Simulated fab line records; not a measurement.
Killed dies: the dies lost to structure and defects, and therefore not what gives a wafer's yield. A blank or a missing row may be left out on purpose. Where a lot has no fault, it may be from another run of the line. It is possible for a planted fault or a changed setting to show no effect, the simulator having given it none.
Matching of chambers | flow gf180mcu | GF_PASSIVATION_ETCH_11 on rie diel-03: 4 sister chambers
The step etches the open film in CF4/O2, stops on TiN, target depth 1800 nm, time 400 s. 14 wafers are shown with their chamber, then 7 later ones without.

EACH WAFER AND ITS CHAMBER
wafer  | chamber | drypump motor current A (A) | oes product au (a.u.) | throttle valve pct (%)
L082.1 | 1       | 6.0                         | 0.969                 | 5.970
L082.4 | 2       | 4.9                         | 0.981                 | 5.964
L082.6 | 2       | 4.9                         | 0.974                 | 5.974
L083.1 | 2       | 4.9                         | 0.966                 | 5.966
L083.2 | 1       | 6.1                         | 0.969                 | 5.957
L083.3 | 3       | 6.4                         | 0.972                 | 5.954
L087.1 | 1       | 6.1                         | 0.969                 | 5.968
L087.4 | 3       | 6.4                         | 0.975                 | 5.969
L087.5 | 2       | 4.8                         | 0.981                 | 5.962
L089.1 | 1       | 6.0                         | 0.970                 | 5.959
L089.3 | 3       | 6.4                         | 0.963                 | 5.963
L089.5 | 1       | 6.0                         | 0.981                 | 5.950
L093.1 | 0       | 5.7                         | 0.985                 | 5.955
L093.4 | 3       | 6.4                         | 0.972                 | 5.961

SIGNATURES (averages over the wafers above)
reading                 | chamber 0 | chamber 1 | chamber 2 | chamber 3 | scatter within a chamber
drypump motor current A | 5.700     | 6.040     | 4.875     | 6.400     | 0.0442
oes product au          | 0.98500   | 0.97160   | 0.97550   | 0.97050   | 0.00588
throttle valve pct      | 5.95500   | 5.96080   | 5.96650   | 5.96175   | 0.00685
Rule: distance of a wafer from a chamber = root of the sum over the readings of ((wafer's reading minus chamber's mean) / reading's scatter) squared. If the next closest chamber is less than 2 further off than the closest, the wafer can't be placed; otherwise it belongs to the closest. The scatter is the square root of a quotient: the sum, over the shown wafers, of each reading's squared deviation from its chamber's mean, divided by wafers minus chambers.

WAFERS WITH NO CHAMBER GIVEN
wafer  | drypump motor current A (A) | oes product au (a.u.) | throttle valve pct (%)
L093.5 | 6.0                         | 0.976                 | 5.988
L095.1 | 6.0                         | 0.969                 | 5.979
L095.3 | 6.4                         | 0.968                 | 5.964
L095.6 | 6.3                         | 0.981                 | 5.966
L097.1 | 5.7                         | 0.969                 | 5.962
L097.3 | 6.3                         | 0.988                 | 5.960
L097.5 | 5.7                         | 0.983                 | 5.957

THE CHAMBER EACH PASSED THROUGH
wafer  | from the rows above | in truth
L093.5 | 1                   | 1
L095.1 | 1                   | 1
L095.3 | 3                   | 3
L095.6 | 3                   | 3
L097.1 | 0                   | 0
L097.3 | 3                   | 3
L097.5 | 0                   | 0
Placed correctly: 7 of 7. From these rows, 0 cannot be placed. Number placed wrongly: 0.
